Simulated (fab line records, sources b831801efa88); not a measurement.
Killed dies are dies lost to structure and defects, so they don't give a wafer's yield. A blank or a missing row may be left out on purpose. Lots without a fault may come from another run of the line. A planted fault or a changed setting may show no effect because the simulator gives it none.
A struck lot beside a sound one | flow sfq_line | 42 steps out of a route of 325
Sound: wafers L614.1, L614.2, L614.5. Struck: wafers L620.1, L620.2, L620.6. The cause comes at the end.
At each step with rows: each side's tool, then ch and its chambers, then its first start. Under that, the readings that differ: sound wafers | struck wafers | difference of the means | sigmas: that difference in standard deviations of wafers without a fault.
alike: readings whose means differ by less than 2 such deviations, and words and numbers that are the same on both sides. not compared: withheld readings, readings that some wafer has no value for, bounds like >300 that may hide the same value, and numbers for which the record gives no deviation and whose values overlap.
The two part at a step that has a row with sigmas, a row that says differs or no value, or rows on one side only. Numbers that don't overlap but have no deviation are shown without sigmas and don't part them. A reading that every wafer of one side lacks parts them only if that side has two wafers or more.

SFQ_M0_OVL_MEAS_906:
  sound on overlay-01, day 16 14:29; struck on overlay-01, day 18 09:49
  alike: M0_OVL
then, 1 step without rows for these wafers: SFQ_TRILAYER_M0_BARC_OPEN_METAL_ETCH_031 (etches BARC in O2, target depth 125 nm, time 41.7 s).
SFQ_TRILAYER_M0_ETCH_METAL_ETCH_024: etches Nb in Cl2/Ar, stops on SiO2, target depth 240 nm, time 120 s.
  sound on rie_metal-03 ch 0,1, day 16 14:35; struck on rie_metal-04 ch 0, day 18 10:09
  alike: drypump_motor_current_A, oes_product_au
  not compared: rf_hours_counter_h
SFQ_TRILAYER_M0_STRIP_STRIP_025: strips in O2.
  sound on rie_metal-03 ch 0,1, day 16 14:43; struck on rie_metal-04 ch 0, day 18 10:24
  reading               | sound             | struck            | difference | sigmas
  oes_product_au (a.u.) | 1.000 0.990 0.982 | 1.001 1.005 1.012 | +0.015     | +2
  alike: drypump_motor_current_A
  not compared: rf_hours_counter_h
then, 3 steps without rows for these wafers: SFQ_TRILAYER_M0_STRIP_SOLV_CLEAN_026 (cleans in NMP, time 600 s); SFQ_TRILAYER_I0_DEP_PECVD_027 (deposits SiO2 from SiH4/N2O, time 111.11 s, target thk 500 nm); SFQ_TRILAYER_I0_CMP_CMP_028 (polishes SiO2).
SFQ_I0_BOW_MEAS_907:
  sound on film_metro-02, day 16 18:35; struck on film_metro-04, day 19 04:07
  alike: I0_BOW
then, 4 steps without rows for these wafers: SFQ_TRILAYER_I0_METRO_MEASURE_029; SFQ_TRILAYER_I0_VIA_LITHO_COAT_036 (resist thk 62 nm); SFQ_TRILAYER_I0_VIA_LITHO_COAT_031 (resist thk 650 nm); SFQ_TRILAYER_I0_VIA_LITHO_SOFTBAKE_035.
-- the record jumps here: 7 days lie between the struck wafers' starts before and after --
SFQ_TRILAYER_I0_VIA_LITHO_EXPOSE_032: exposes mask I0, target cd 500 nm.
  sound on krf_scanner-02 ch 0, day 23 00:17; struck on krf_scanner-02 ch 0, day 25 17:35
  reading                    | sound             | struck            | difference | sigmas
  model.I0.overlay_x_nm (nm) | 7.894 7.894 7.894 | 67.51 67.51 67.51 | +59.62     |
  alike: mask, exposure_dose_mJ_cm2, focus_offset_nm
then, 2 steps without rows for these wafers: SFQ_TRILAYER_I0_VIA_LITHO_PEB_034 (peb time 60 s); SFQ_TRILAYER_I0_VIA_LITHO_DEVELOP_033 (time 60 s).
SFQ_I0_OVL_MEAS_908:
  sound on overlay-01, day 23 01:47; struck on overlay-02, day 25 19:05
  reading     | sound | struck   | difference | sigmas
  I0_OVL (nm) | 9 8 7 | 62 69 70 | +59        | +11
then, 2 steps without rows for these wafers: SFQ_TRILAYER_I0_VIA_BARC_OPEN_VIA_ETCH_046 (etches BARC in O2, target depth 125 nm, time 41.7 s); SFQ_TRILAYER_I0_VIA_ETCH_VIA_ETCH_034 (etches SiO2 in CHF3, stops on Nb, target depth 260 nm).
SFQ_TRILAYER_I0_VIA_STRIP_STRIP_035: strips in O2.
  sound on rie_metal-01 ch 0,1, day 23 01:59; struck on rie_metal-02 ch 0,1, day 25 19:16
  alike: drypump_motor_current_A, oes_product_au
  not compared: rf_hours_counter_h
then, 3 steps without rows for these wafers: SFQ_TRILAYER_I0_VIA_STRIP_SOLV_CLEAN_036 (cleans in NMP, time 600 s); SFQ_TRILAYER_M1_DEP_PRE_CLEAN_038 (time 22.5 s); SFQ_TRILAYER_M1_DEP_SPUTTER_037 (material Nb, target thk 200 nm, time 133.3 s).
SFQ_M1_RS_MEAS_909: measures by four-point-probe.
  sound on film_metro-02, day 23 02:53; struck on film_metro-03, day 25 20:10
  alike: M1_NB_RS
then, 6 steps without rows for these wafers: SFQ_TRILAYER_M1_LITHO_COAT_044 (resist thk 62 nm); SFQ_TRILAYER_M1_LITHO_COAT_039 (resist thk 600 nm); SFQ_TRILAYER_M1_LITHO_SOFTBAKE_043; SFQ_TRILAYER_M1_LITHO_EXPOSE_040 (exposes mask M1, target cd 500 nm); SFQ_TRILAYER_M1_LITHO_PEB_042 (peb time 60 s); SFQ_TRILAYER_M1_LITHO_DEVELOP_041 (time 60 s).
-- the record jumps here: 7 days lie between the struck wafers' starts before and after --
SFQ_M1_OVL_MEAS_911:
  sound on overlay-02, day 30 04:44; struck on overlay-01, day 32 11:20
  alike: M1_OVL
then, 2 steps without rows for these wafers: SFQ_TRILAYER_M1_BARC_OPEN_METAL_ETCH_054 (etches BARC in O2, target depth 125 nm, time 41.7 s); SFQ_TRILAYER_M1_ETCH_METAL_ETCH_042 (etches Nb in Cl2/Ar, stops on SiO2, target depth 240 nm, time 120 s).
SFQ_TRILAYER_M1_STRIP_STRIP_043: strips in O2.
  sound on rie_metal-03 ch 0,1, day 30 04:57; struck on rie_metal-04 ch 0,1, day 32 11:34
  alike: drypump_motor_current_A, oes_product_au
  not compared: rf_hours_counter_h
then, 2 steps without rows for these wafers: SFQ_TRILAYER_M1_STRIP_SOLV_CLEAN_044 (cleans in NMP, time 600 s); SFQ_TRILAYER_I1_DEP_PECVD_045 (deposits SiO2 from SiH4/N2O, time 111.11 s, target thk 500 nm).
SFQ_TRILAYER_I1_CMP_CMP_046: polishes SiO2.
  sound on cmp-02 ch 0,1, day 30 05:48; struck on cmp-01 ch 0,2,3, day 32 15:05
  alike: motor_current_A, time_to_endpoint_s
SFQ_I1_BOW_MEAS_912:
  sound on film_metro-01, day 30 08:48; struck on film_metro-04, day 32 17:05
  alike: I1_BOW
then, 4 steps without rows for these wafers: SFQ_TRILAYER_I1_METRO_MEASURE_047; SFQ_TRILAYER_I1_VIA_LITHO_COAT_054 (resist thk 62 nm); SFQ_TRILAYER_I1_VIA_LITHO_COAT_049 (resist thk 650 nm); SFQ_TRILAYER_I1_VIA_LITHO_SOFTBAKE_053.
-- the record jumps here: 61 days lie between the struck wafers' starts before and after --
SFQ_M8_BOW_MEAS_951:
  sound on film_metro-02, day 92 13:22; struck on film_metro-02, day 93 13:27
  reading                 | sound             | struck            | difference | sigmas
  M8_BOW (um)             | 34 16 26          | 2 -9 -6           | -30        | -2
  model.etest.i0.link_ohm | 1.966 1.964 1.969 | 2.007 2.014 2.008 | +0.043     |

WHERE THEY PART
First at SFQ_TRILAYER_M0_STRIP_STRIP_025; last, within this record, at SFQ_M8_BOW_MEAS_951.

WHY: what the simulator had put in
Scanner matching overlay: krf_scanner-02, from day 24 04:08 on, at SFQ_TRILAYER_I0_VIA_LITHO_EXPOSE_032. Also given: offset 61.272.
